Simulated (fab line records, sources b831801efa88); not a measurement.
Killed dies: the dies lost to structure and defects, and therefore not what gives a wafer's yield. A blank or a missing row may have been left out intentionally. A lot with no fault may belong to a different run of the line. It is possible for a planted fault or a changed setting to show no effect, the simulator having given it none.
Matching of chambers / flow sky130 / wet bench-04 running SKY_FIELD_ISO_WET_ETCH_29: 4 sister chambers
The step etches Si3N4 in H3PO4, target depth 160 nm, time 1825 s. 8 wafers are shown with their chamber, then 7 later ones without.

WAFERS WITH THEIR CHAMBER
wafer=L925.5; chamber=1; bath guard temp C (C)=159.6; bath heat duty pct (%)=24.8
wafer=L925.6; chamber=1; bath guard temp C (C)=159.8; bath heat duty pct (%)=24.9
wafer=L929.3; chamber=3; bath guard temp C (C)=160.1; bath heat duty pct (%)=23.9
wafer=L929.4; chamber=3; bath guard temp C (C)=159.6; bath heat duty pct (%)=25.4
wafer=L930.3; chamber=0; bath guard temp C (C)=159.1; bath heat duty pct (%)=26.7
wafer=L930.4; chamber=0; bath guard temp C (C)=159.2; bath heat duty pct (%)=27.8
wafer=L931.2; chamber=2; bath guard temp C (C)=160.2; bath heat duty pct (%)=22.8
wafer=L931.4; chamber=2; bath guard temp C (C)=160.2; bath heat duty pct (%)=23.8

WAFERS WHOSE CHAMBER IS MISSING
wafer=L931.6; bath guard temp C (C)=160.3; bath heat duty pct (%)=23.5
wafer=L933.2; bath guard temp C (C)=159.4; bath heat duty pct (%)=25.7
wafer=L933.3; bath guard temp C (C)=159.6; bath heat duty pct (%)=25.4
wafer=L933.5; bath guard temp C (C)=159.5; bath heat duty pct (%)=27.0
wafer=L946.2; bath guard temp C (C)=160.2; bath heat duty pct (%)=24.5
wafer=L946.3; bath guard temp C (C)=160.5; bath heat duty pct (%)=24.8
wafer=L946.5; bath guard temp C (C)=160.5; bath heat duty pct (%)=25.7

THE CHAMBER EACH PASSED THROUGH
wafer=L931.6; from the rows above=2; in truth=2
wafer=L933.2; from the rows above=can't be placed: 1 or 0 or 3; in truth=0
wafer=L933.3; from the rows above=can't be placed: 1 or 3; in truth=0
wafer=L933.5; from the rows above=can't be placed: 0 or 1 or 3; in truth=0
wafer=L946.2; from the rows above=can't be placed: 2 or 3 or 1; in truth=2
wafer=L946.3; from the rows above=can't be placed: 2 or 3 or 1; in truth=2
wafer=L946.5; from the rows above=can't be placed: 2 or 3 or 1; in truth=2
Correct placement for 1 of the 7. Can't be placed from these rows: 6 (the true chamber is among the candidates in 5). 0 placed wrongly.
How it was worked out, from the rows above alone: a wafer's distance from a chamber is the root of the sum, over the readings, of the square of ((its reading less the chamber's mean) divided by the reading's scatter). If the next closest chamber is less than 2 further off than the closest, the wafer can't be placed; otherwise it belongs to the closest. A chamber's mean is the mean of its shown wafers. The scatter is the square root of a quotient: the sum, over the shown wafers, of each reading's squared deviation from its chamber's mean, divided by wafers minus chambers.
